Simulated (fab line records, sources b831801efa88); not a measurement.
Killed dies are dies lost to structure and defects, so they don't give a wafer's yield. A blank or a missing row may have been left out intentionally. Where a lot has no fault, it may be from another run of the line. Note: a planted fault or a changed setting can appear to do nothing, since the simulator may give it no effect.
What tool caused it?    flow sky130    Sampling: 10 lots, 30 wafers, 3 of 708 route steps

WHAT THE GAUGES SHOWED, per wafer
SKY_METAL5_RS_MEAS_05: the measuring method here is four-point-probe.
lot   measured      on            METAL5_ALCU_RS (ohm/sq)
L527  day 43 04:15  filmMetro-01  0.0277 0.0278 0.0273
L531  day 44 06:09  filmMetro-02  0.0265 0.0269 0.0266
L532  day 44 19:04  filmMetro-02  0.0274 0.0277 0.0276
L533  day 45 10:19  filmMetro-04  0.0271 0.0271 0.0271
L534  day 45 14:46  filmMetro-01  0.0272 0.0273 0.0273
L539  day 46 08:19  filmMetro-02  0.0273 0.0270 0.0267
L545  day 47 21:22  filmMetro-01  0.0272 0.0272 0.0275
L547  day 47 23:50  filmMetro-02  0.0269 0.0277 0.0273
L546  day 48 00:29  filmMetro-04  0.0276 0.0275 0.0267
L550  day 48 15:50  filmMetro-04  0.0275 0.0270 0.0274

WHAT TOOL EACH LOT RAN ON (gives the tool, then ch and the chambers of the sampled wafers, and finally the start)
lot   SKY_VIA4_CMP_02                SKY_METAL5_SPUTTER_02
L527  cmp-02 ch 1,2,3, day 42 03:22  pvdSputter-03, day 43 04:04
L531  cmp-01 ch 1,2,3, day 43 06:41  pvdSputter-02, day 44 06:01
L532  cmp-02 ch 1,2, day 43 19:28    pvdSputter-03, day 44 18:55
L533  cmp-02 ch 1,2, day 44 10:32    pvdSputter-03, day 45 10:10
L534  cmp-01 ch 0,1, day 44 15:50    pvdSputter-04, day 45 14:36
L539  cmp-02 ch 0,1,2, day 45 08:47  pvdSputter-03, day 46 08:10
L545  cmp-01 ch 0,1,2, day 46 23:37  pvdSputter-02, day 47 21:13
L547  cmp-01 ch 0,2,3, day 47 01:45  pvdSputter-02, day 47 23:43
L546  cmp-01 ch 1,2,3, day 47 02:36  pvdSputter-03, day 48 00:22
L550  cmp-01 ch 0,2, day 47 18:51    pvdSputter-04, day 48 15:43
- SKY_VIA4_CMP_02: polishes SiO2.
- SKY_METAL5_SPUTTER_02: material AlCu, target thk 1150 nm, time 61.2 s.

THE ANSWER, worked out from the rows above alone
Rule: the usual values come from the lots themselves. The widest of any qualifying gaps counts: lots, ordered by their means at a reading, are off when they make up no more than a third of the lots, leave a main group of 4 or more, and stand apart from it by 3 or more times the standard deviation of that group's means. If all means in a main group match to the digits the tables above print for the reading, that group is not used. Also off: a lot with no number at a reading for which 4 or more lots have one. All remaining lots with rows at the step are treated as sound.
No lot is off on any of the readings shown, so nothing can be concluded from this.

WHAT HAD BEEN PUT IN BY THE SIMULATOR
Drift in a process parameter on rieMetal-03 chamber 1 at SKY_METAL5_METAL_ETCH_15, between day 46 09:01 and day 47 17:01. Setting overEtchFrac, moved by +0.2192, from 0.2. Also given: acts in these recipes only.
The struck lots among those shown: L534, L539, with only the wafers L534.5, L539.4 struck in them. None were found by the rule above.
